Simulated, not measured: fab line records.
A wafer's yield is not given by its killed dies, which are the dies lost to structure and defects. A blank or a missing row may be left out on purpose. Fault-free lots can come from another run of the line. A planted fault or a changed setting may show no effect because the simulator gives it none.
Chamber matching + flow gf180mcu + GF_V2_CMP_04 on cmp-01: 4 sister chambers
The step polishes SiO2. 14 wafers are shown with their chamber, then 7 later ones without.

WAFERS WITH THEIR CHAMBER
| wafer  | chamber | motor-current-A (A) | time-to-endpoint-s (s) | edge-zone-pressure-frac |
|--------|---------|---------------------|------------------------|-------------------------|
| L855.2 | 1       | 11.7                | 79                     | 1.001                   |
| L855.3 | 0       | 14.9                | 75                     | 0.983                   |
| L857.4 | 2       | 11.7                | 90                     | 0.998                   |
| L863.2 | 1       | 11.7                | 77                     | 0.995                   |
| L863.4 | 2       | 11.7                | 80                     | 0.998                   |
| L863.6 | 3       | 9.8                 | 84                     | 1.003                   |
| L865.1 | 2       | 12.0                | 79                     | 0.999                   |
| L865.3 | 0       | 14.6                | 75                     | 1.001                   |
| L865.4 | 3       | 9.4                 | 86                     | 1.006                   |
| L868.3 | 2       | 12.3                | 79                     | 0.995                   |
| L868.4 | 3       | 9.7                 | 83                     | 1.001                   |
| L868.5 | 0       | 14.2                | 79                     | 1.000                   |
| L870.1 | 0       | 14.9                | 75                     | 1.001                   |
| L870.4 | 1       | 11.1                | 80                     | 1.004                   |

SIGNATURES (averages over the wafers above)
| reading                 | chamber 0 | chamber 1 | chamber 2 | chamber 3 | scatter within a chamber |
|-------------------------|-----------|-----------|-----------|-----------|--------------------------|
| motor-current-A         | 14.650    | 11.500    | 11.925    | 9.633     | 0.301                    |
| time-to-endpoint-s      | 76.00     | 78.67     | 82.00     | 84.33     | 3.28                     |
| edge-zone-pressure-frac | 0.99625   | 1.00000   | 0.99750   | 1.00333   | 0.00546                  |
Rule: distance of a wafer from a chamber = root of the sum over the readings of ((wafer's reading minus chamber's mean) / reading's scatter) squared. If the next closest chamber is less than 2 further off than the closest, the wafer can't be placed; otherwise it belongs to the closest. The scatter is the square root of a quotient: the sum, over the shown wafers, of each reading's squared deviation from its chamber's mean, divided by wafers minus chambers.

WAFERS WHOSE CHAMBER IS MISSING
| wafer  | motor-current-A (A) | time-to-endpoint-s (s) | edge-zone-pressure-frac |
|--------|---------------------|------------------------|-------------------------|
| L870.6 | 11.6                | 77                     | 0.991                   |
| L871.3 | 11.5                | 84                     | 1.003                   |
| L871.5 | 13.2                | 91                     | 0.996                   |
| L871.6 | 11.5                | 85                     | 1.002                   |
| L872.1 | 11.9                | 83                     | 1.003                   |
| L872.2 | 11.0                | 83                     | 0.997                   |
| L872.5 | 9.7                 | 92                     | 1.009                   |

WHICH CHAMBER EACH WENT THROUGH
| wafer  | from the rows above          | in truth |
|--------|------------------------------|----------|
| L870.6 | can't be placed: 1 or 2      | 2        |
| L871.3 | can't be placed: 1 or 2      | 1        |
| L871.5 | can't be placed: 2 or 0 or 1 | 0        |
| L871.6 | can't be placed: 2 or 1      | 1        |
| L872.1 | can't be placed: 2 or 1      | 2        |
| L872.2 | can't be placed: 1 or 2      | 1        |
| L872.5 | 3                            | 3        |
Correctly placed: 1 of 7. Can't be placed from these rows: 6 (the true chamber is among the candidates in 6). Number placed wrongly: 0.
